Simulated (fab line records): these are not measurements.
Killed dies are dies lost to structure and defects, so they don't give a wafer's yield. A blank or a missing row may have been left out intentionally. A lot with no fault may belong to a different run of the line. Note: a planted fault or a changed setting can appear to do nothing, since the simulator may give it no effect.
A lot that was struck, set against a sound lot	flow sky130	16 out of 708 route steps
Sound: the wafers L425.2, L425.4, L425.6. Wafers L431.3, L431.4, L431.6 were the ones struck. Last of all comes the cause.
Each step with rows lists, per side, the tool, then ch with its chambers, then its first start. Under that, the readings that differ: sound wafers	struck wafers	difference of the means	sigmas: that difference in standard deviations of wafers without a fault.
alike: readings with means less than 2 such deviations apart, plus words and numbers identical on both sides. not compared: withheld readings, readings lacking a value on some wafer, bounds such as >300 that could conceal the same value, and numbers that have no deviation in the record and whose values overlap.
A row with sigmas, a row that says differs or no value, or rows on one side alone: a step with any of these is where the two part. Non-overlapping numbers with no deviation appear without sigmas and do not part them. Lack of a reading on every wafer of one side parts them only where that side has two or more wafers.

first, 3 steps without rows for these wafers: SKY_VIA3_EXPOSE_09 (exposes mask VIM3, target cd 200 nm); SKY_VIA3_PEB_10; SKY_VIA3_DEVELOP_11 (develop time 60 s).
SKY_VIA3_CD_MEAS_12: the cd target is 200 nm.
  sound: cd_sem-02 at day 41 14:54; struck: cd_sem-02 at day 43 14:31
  alike: cd_nm
SKY_VIA3_OVL_MEAS_13:
  sound: overlay-02 at day 41 15:01; struck: overlay-01 at day 43 14:37
  alike: VIA3_OVL
SKY_VIA3_ETCH_14: etches BARC in N2/H2, stops on SiO2, time 45.9 s, target depth 60 nm.
  sound on rie_diel-04 ch 0,3, day 41 15:02; struck on rie_diel-03 ch 0,1,3, day 43 14:38
  alike: drypump_motor_current_A, oes_product_au, rf_fwd_power_W, throttle_valve_pct
  not compared: rf_hours_counter_h
SKY_VIA3_ETCH_15: etches SiO2 in C4F8/O2/Ar, stops on TiN, target depth 507 nm, time 78 s.
  sound on rie_diel-04 ch 0,3, day 41 15:05; struck on rie_diel-03 ch 0,1,3, day 43 14:41
  alike: oes_product_au, rf_fwd_power_W
  not compared: rf_hours_counter_h
SKY_VIA3_STRIP_16: strips in O2/N2.
  sound on plasma_asher-04 ch 0,1, day 41 15:08; struck on plasma_asher-03 ch 0,1, day 43 14:46
  alike: drypump_motor_current_A, oes_product_au, strip_time_to_endpoint_s
  not compared: rf_hours_counter_h
then, 3 steps without rows for these wafers: SKY_VIA3_STRIP_17 (strips in post etch residue remover, time 1200 s); SKY_VIA3_CLEAN_18 (cleans in IPA, time 180 s); SKY_VIA3_CLEAN_19 (cleans in O3/DIW).
SKY_VIA3_SPUTTER_20: material TiN, target thk 20 nm, time 80 s.
  sound: pvd_sputter-02 at day 41 16:13; struck: pvd_sputter-02 at day 43 15:23
  alike: throttle_valve_pct
SKY_VIA3_CVD_21: deposits W, target thk 390 nm, time 117.31 s.
  sound on cvd_w-02 ch 0,1, day 41 16:17; struck on cvd_w-01 ch 0,1, day 43 15:29
  no value came back on the struck wafers for chamber_pressure_Torr (Torr), heater_power_outer_w (W), heater_power_w (W); on the sound wafers chamber_pressure_Torr (Torr) reads 39.92 40.15 40.01
SKY_VIA3_RS_MEAS_22: a four-point-probe measurement.
  sound: film_metro-03 at day 41 16:26; struck: film_metro-03 at day 43 15:36
reading	sound	struck	difference	sigmas
VIA3_W_RS (ohm/sq)	0.291 0.291 0.295	57.751 58.090 58.404	+57.789	+99 or more
SKY_VIA3_THK_MEAS_23: measures by xrf.
  sound: film_metro-03 at day 41 16:32; struck: film_metro-03 at day 43 15:42
  not compared: VIA3_W_THK
SKY_VIA3_CMP_24: polishes, stops on SiO2, t overpolish 20 s, target thk 0 nm.
  sound on cmp-02 ch 0,1,3, day 41 16:38; struck on cmp-01 ch 0,2,3, day 43 15:47
reading	sound	struck	difference	sigmas
time_to_endpoint_s (s)	98 102 92	6 5 9	-91	-23
  alike: motor_current_A, slurry_flow_ml_min

## WHERE THEY PART
Earliest at SKY_VIA3_CVD_21; latest, in this record, at SKY_VIA3_CMP_24.

WHY: what the simulator had put in
At SKY_VIA3_CVD_21, the step was skipped entirely on cvd_w-01 from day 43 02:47 on. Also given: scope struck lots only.
